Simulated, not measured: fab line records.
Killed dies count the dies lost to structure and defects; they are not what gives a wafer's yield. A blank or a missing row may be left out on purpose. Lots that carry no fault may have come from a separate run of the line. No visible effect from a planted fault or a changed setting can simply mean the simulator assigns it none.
fab line records	flow gf180mcu
[record] lots = 13	wafers = 39	last_day = 34
route steps=602 shown DNWELL@39 PSD@263 CONTACT@288
lots that met no fault: from a run of the same line without faults
start_h: hours from the record's opening day to when the first of the lot's shown wafers began	wait_h: how many hours have passed since the lot's step before this one	" unchanged from the row above	L1.1+2: one row covering several wafers at once	- either no value or no given start	* or withheld: withheld	< > ~ a bound
route shown NAME@n: a module of which the file shows steps, and the number in the route of the first	usual: mean/standard deviation of fault-free wafers	same: alike in all rows	chamber/n: place in a boat	sites: readings site by site	_std_site: the values' standard deviation	_edge_site: the outer-site mean with the inner-site mean subtracted	radius_mm: for every site, how far away it sits from the centre of the wafer	mask NAME#n: copy n	behind: the tool/chamber that last shaped the wafer	hold: why the lot was held/for how many hours/how that ended	device: the transistor (n, p or np) that didn't switch	end of line: tests of these same wafers at the route's end	for a step that has no rows: nothing shown but its recipe	killed: the dies lost at the first sort to structure and to defects; this is not the yield of the wafer	map: per-die view of a wafer (x killed, . not killed, _ where there is no die)
set.NAME: the run value of the setting; set.NAME@STEP: its run value at that earlier step	model.NAME: the simulator's own value behind a step, which no gauge read
route steps across a sampled set of lots; one table per step, one row per wafer
services: a tool's chamber out of use, with start hour (start_h, from the record's first day; less than 0 if before it), hours out, and reason
[[steps]]
[step GF_DNWELL_IMPLANT_07]
[recipe] species = P	energy_kev = 1500	dose_cm2 = 1e+13	tilt_deg = 0
[usual] end_station_pressure_torr = 5.06e-06/2.8e-07	tilt_deg = -0.002/0.018
lot.wafer	tool	chamber	start_h	wait_h	end_station_pressure_torr	tilt_deg
L636.1	implanter-01	0	52.41	-	5.38e-06	0.014
L636.2	"	0	"	"	4.98e-06	0.000
L636.6	"	0	"	"	4.87e-06	-0.002
L640.2	implanter-02	0	74.44	-	5.51e-06	-0.044
L640.5	"	0	"	"	4.86e-06	-0.013
L640.6	"	0	"	"	5.13e-06	0.027
L641.1	implanter-01	0	80.46	-	5.01e-06	-0.021
L641.3	"	0	"	"	4.96e-06	0.013
L641.6	"	0	"	"	5.45e-06	0.000
L642.1	implanter-04	0	83.41	-	5.41e-06	0.030
L642.5	"	0	"	"	5.01e-06	0.023
L642.6	"	0	"	"	4.93e-06	0.011
L643.3	implanter-02	0	89.41	-	5e-06	0.002
L643.5	"	0	"	"	5.3e-06	-0.023
L643.6	"	0	"	"	5.09e-06	-0.017
L644.1	implanter-01	0	96.82	-	4.98e-06	-0.013
L644.3	"	0	"	"	4.88e-06	-0.007
L644.5	"	0	"	"	4.92e-06	0.028
L645.1	implanter-02	0	100.96	-	5.23e-06	0.013
L645.5	"	0	"	"	4.66e-06	0.002
L645.6	"	0	"	"	4.77e-06	0.003
L647.1	implanter-01	0	111.91	-	4.99e-06	5.214
L647.5	"	0	"	"	4.8e-06	5.239
L647.6	"	0	"	"	5.62e-06	5.234
L653.1	implanter-01	0	143.81	-	5.48e-06	5.251
L653.3	"	0	"	"	4.73e-06	5.247
L653.4	"	0	"	"	4.45e-06	5.272
L654.2	implanter-04	0	148.34	-	5.19e-06	0.034
L654.3	"	0	"	"	5e-06	0.003
L654.5	"	0	"	"	4.8e-06	0.015
L655.1	implanter-04	0	155.77	-	5.5e-06	-0.016
L655.5	"	0	"	"	4.68e-06	-0.001
L655.6	"	0	"	"	5.13e-06	0.004
L656.4	implanter-02	0	159.29	-	5.44e-06	-0.004
L656.5	"	0	"	"	4.65e-06	-0.046
L656.6	"	0	"	"	5.58e-06	0.007
L657.2	implanter-04	0	164.34	-	5e-06	0.029
L657.5	"	0	"	"	4.8e-06	0.011
L657.6	"	0	"	"	4.95e-06	-0.011
[step GF_DNWELL_TW_MEAS_09]
[usual] DNWELL_TW = 1352/20
lot.wafer	tool	chamber	start_h	wait_h	DNWELL_TW
L636.1	film_metro-03	-	52.66	0.1	1337
L636.2	"	-	"	"	1332
L636.6	"	-	"	"	1329
L640.2	film_metro-01	-	74.67	0.1	1377
L640.5	"	-	"	"	1372
L640.6	"	-	"	"	1372
L641.1	film_metro-01	-	80.71	0.1	1367
L641.3	"	-	"	"	1365
L641.6	"	-	"	"	1363
L642.1	film_metro-02	-	83.66	0.1	1356
L642.5	"	-	"	"	1368
L642.6	"	-	"	"	1359
L643.3	film_metro-03	-	89.63	0.1	1333
L643.5	"	-	"	"	1338
L643.6	"	-	"	"	1339
L644.1	film_metro-02	-	97.07	0.1	1360
L644.3	"	-	"	"	1353
L644.5	"	-	"	"	1347
L645.1	film_metro-02	-	101.21	0.1	1353
L645.5	"	-	"	"	1358
L645.6	"	-	"	"	1354
L647.1	film_metro-02	-	112.16	0.1	1527
L647.5	"	-	"	"	1527
L647.6	"	-	"	"	1528
L653.1	film_metro-01	-	144.06	0.1	1541
L653.3	"	-	"	"	1536
L653.4	"	-	"	"	1531
L654.2	film_metro-01	-	148.57	0.1	1376
L654.3	"	-	"	"	1376
L654.5	"	-	"	"	1381
L655.1	film_metro-01	-	156.02	0.1	1385
L655.5	"	-	"	"	1390
L655.6	"	-	"	"	1390
L656.4	film_metro-03	-	159.50	0.1	1352
L656.5	"	-	"	"	1346
L656.6	"	-	"	"	1337
L657.2	film_metro-03	-	164.57	0.1	1338
L657.5	"	-	"	"	1336
L657.6	"	-	"	"	1335
[step GF_PSD_RS_MEAS_15]
[recipe] thk_meas_gauge = four-point-probe
[usual] PSD_RS = 108.66/0.26
lot.wafer	tool	chamber	start_h	wait_h	PSD_RS[ohm/sq]
L636.1	film_metro-01	-	335.42	0.1	108.60
L636.2	"	-	"	"	109.01
L636.6	"	-	"	"	108.84
L640.2	film_metro-03	-	368.79	0.1	108.52
L640.5	"	-	"	"	108.40
L640.6	"	-	"	"	108.67
L641.1	film_metro-01	-	374.23	0.1	108.46
L641.3	"	-	"	"	108.26
L641.6	"	-	"	"	108.65
L642.1	film_metro-04	-	391.53	0.1	108.74
L642.5	"	-	"	"	108.63
L642.6	"	-	"	"	108.86
L643.3	film_metro-03	-	394.26	0.1	108.41
L643.5	"	-	"	"	109.08
L643.6	"	-	"	"	108.73
L644.1	film_metro-04	-	404.08	0.1	108.70
L644.3	"	-	"	"	108.64
L644.5	"	-	"	"	108.91
L645.1	film_metro-01	-	415.22	0.1	108.57
L645.5	"	-	"	"	108.64
L645.6	"	-	"	"	108.86
L647.1	film_metro-03	-	428.83	0.1	108.83
L647.5	"	-	"	"	108.48
L647.6	"	-	"	"	108.80
L653.1	film_metro-03	-	479.02	0.1	108.65
L653.3	"	-	"	"	108.48
L653.4	"	-	"	"	108.58
L654.2	film_metro-01	-	485.94	0.1	107.94
L654.3	"	-	"	"	108.15
L654.5	"	-	"	"	107.76
L655.1	film_metro-01	-	493.82	0.1	108.71
L655.5	"	-	"	"	108.88
L655.6	"	-	"	"	108.83
L656.4	film_metro-01	-	506.89	0.1	108.57
L656.5	"	-	"	"	108.48
L656.6	"	-	"	"	108.38
L657.2	film_metro-01	-	509.44	0.1	108.86
L657.5	"	-	"	"	108.96
L657.6	"	-	"	"	108.67
[step GF_CONTACT_THK_MEAS_01]
[recipe] reads = SiO2_of_CONTACT_CVD_00
[usual] CONTACT_CVD_00_THK = 297/3.3
lot.wafer	tool	chamber	start_h	wait_h	CONTACT_CVD_00_THK[nm]
L636.1	film_metro-02	-	358.61	0.0	295
L636.2	"	-	"	"	296
L636.6	"	-	"	"	293
L640.2	film_metro-02	-	392.83	0.0	296
L640.5	"	-	"	"	297
L640.6	"	-	"	"	297
L641.1	film_metro-02	-	398.02	0.0	300
L641.3	"	-	"	"	300
L641.6	"	-	"	"	301
L642.1	film_metro-04	-	416.01	0.0	302
L642.5	"	-	"	"	301
L642.6	"	-	"	"	299
L643.3	film_metro-03	-	418.81	0.0	294
L643.5	"	-	"	"	297
L643.6	"	-	"	"	298
L644.1	film_metro-02	-	428.68	0.0	300
L644.3	"	-	"	"	302
L644.5	"	-	"	"	301
L645.1	film_metro-03	-	439.82	0.0	290
L645.5	"	-	"	"	290
L645.6	"	-	"	"	295
L647.1	film_metro-02	-	454.07	0.0	294
L647.5	"	-	"	"	297
L647.6	"	-	"	"	296
L653.1	film_metro-04	-	503.63	0.0	296
L653.3	"	-	"	"	295
L653.4	"	-	"	"	297
L654.2	film_metro-03	-	510.08	0.0	302
L654.3	"	-	"	"	297
L654.5	"	-	"	"	299
L655.1	film_metro-04	-	518.19	0.0	295
L655.5	"	-	"	"	299
L655.6	"	-	"	"	299
L656.4	film_metro-02	-	531.54	0.0	297
L656.5	"	-	"	"	294
L656.6	"	-	"	"	297
L657.2	film_metro-04	-	533.45	0.0	294
L657.5	"	-	"	"	294
L657.6	"	-	"	"	298
[step GF_CONTACT_SPUTTER_22]
[recipe] material = Ti	target_thk_nm = 15	chamber_pressure_pa = 5	power_w = 2500	substrate_temp_c = 200	time_s = 80.02
[usual] substrate_temp_c = 199.96/0.16	throttle_valve_pct = 29.8/0.82
lot.wafer	tool	chamber	start_h	wait_h	substrate_temp_c	throttle_valve_pct
L636.1	pvd_sputter-01	-	383.27	0.0	199.88	29.5
L636.2	"	-	"	"	200.02	29.2
L636.6	"	-	"	"	199.95	28.9
L640.2	pvd_sputter-04	-	417.46	0.0	200.11	30.2
L640.5	"	-	"	"	200.19	30.4
L640.6	"	-	"	"	200.13	29.1
L641.1	pvd_sputter-04	-	421.58	0.0	199.99	28.9
L641.3	"	-	"	"	200.06	29.3
L641.6	"	-	"	"	199.96	30.3
L642.1	pvd_sputter-01	-	441.37	0.0	199.85	29.2
L642.5	"	-	"	"	200.02	29.3
L642.6	"	-	"	"	199.98	29.2
L643.3	pvd_sputter-01	-	445.17	0.0	199.89	29.0
L643.5	"	-	"	"	199.98	29.0
L643.6	"	-	"	"	200.22	30.7
L644.1	pvd_sputter-04	-	454.13	0.0	199.81	30.0
L644.3	"	-	"	"	199.97	30.5
L644.5	"	-	"	"	199.96	30.2
L645.1	pvd_sputter-01	-	465.42	0.0	200.02	29.0
L645.5	"	-	"	"	200.10	29.2
L645.6	"	-	"	"	200.00	29.2
L647.1	pvd_sputter-02	-	478.67	0.0	200.19	29.1
L647.5	"	-	"	"	199.80	30.2
L647.6	"	-	"	"	199.83	31.5
L653.1	pvd_sputter-02	-	527.37	0.0	199.91	31.8
L653.3	"	-	"	"	199.85	29.0
L653.4	"	-	"	"	199.97	30.0
L654.2	pvd_sputter-01	-	533.88	0.0	199.94	29.4
L654.3	"	-	"	"	200.00	30.7
L654.5	"	-	"	"	199.73	29.0
L655.1	pvd_sputter-04	-	542.33	0.0	199.82	29.3
L655.5	"	-	"	"	199.91	28.6
L655.6	"	-	"	"	199.94	29.5
L656.4	pvd_sputter-01	-	555.17	0.0	200.21	28.9
L656.5	"	-	"	"	200.19	29.7
L656.6	"	-	"	"	199.80	30.7
L657.2	pvd_sputter-01	-	557.07	0.0	200.34	29.7
L657.5	"	-	"	"	200.07	29.4
L657.6	"	-	"	"	199.92	30.8
[[services]]
tool	chamber	start_h	hours	kind
implanter-01	-	29.27	6.7	repair
implanter-01	-	31.60	1.8	repair
implanter-02	-	43.09	0.8	repair
implanter-02	-	47.53	2.7	repair
pvd_sputter-04	-	82.36	2.9	repair
implanter-02	-	101.59	35.9	repair
implanter-04	-	111.65	3.2	pm
pvd_sputter-04	-	129.67	0.8	repair
implanter-02	-	148.82	2.2	repair
implanter-01	-	156.63	5.1	pm
pvd_sputter-01	-	172.02	5.5	repair
implanter-04	-	223.22	3.4	pm
pvd_sputter-01	-	225.52	1.4	repair
implanter-01	-	240.11	2.9	repair
implanter-01	-	256.84	2.4	repair
pvd_sputter-01	-	262.22	3.9	repair
pvd_sputter-01	-	284.97	8.1	repair
pvd_sputter-01	-	363.03	2.3	repair
implanter-01	-	367.47	3.0	repair
implanter-01	-	418.77	4.3	repair
implanter-01	-	423.07	3.6	pm
implanter-01	-	454.10	6.1	repair
pvd_sputter-01	-	489.34	14.7	repair
implanter-01	-	491.70	4.4	repair
[[key]]
[first_sign] step = GF_DNWELL_IMPLANT_07	reading = tilt_deg	direction = up	sigmas = 99+	usual = -0.002	struck = 5.243
[effect] step = GF_DNWELL_TW_MEAS_09	reading = DNWELL_TW	direction = up	sigmas = 8.9	usual = 1352	struck = 1532
met_at GF_DNWELL_IMPLANT_07
struck_lots L647,L653
tester_left_out L647,L653
not_acting_at GF_PSD_RS_MEAS_15,GF_CONTACT_THK_MEAS_01,GF_CONTACT_SPUTTER_22
onset_between 96.82 111.91
[fault] kind = process_parameter_drift	tool = implanter-01	chamber = -	onset_h = 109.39	steps = GF_DNWELL_IMPLANT_07	channel = tilt_deg	offset = 5.2427	shape = step	end_h = 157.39	acts_in = these_recipes_only	stated = 0
// tester_left_out: of these lots the tester's yield and bins aren't shown, on N5 and GAA mostly nor the transistor test; their killed dies are dies lost to structure and defects alone, not to doping, threshold or leakage, so they don't give the yield
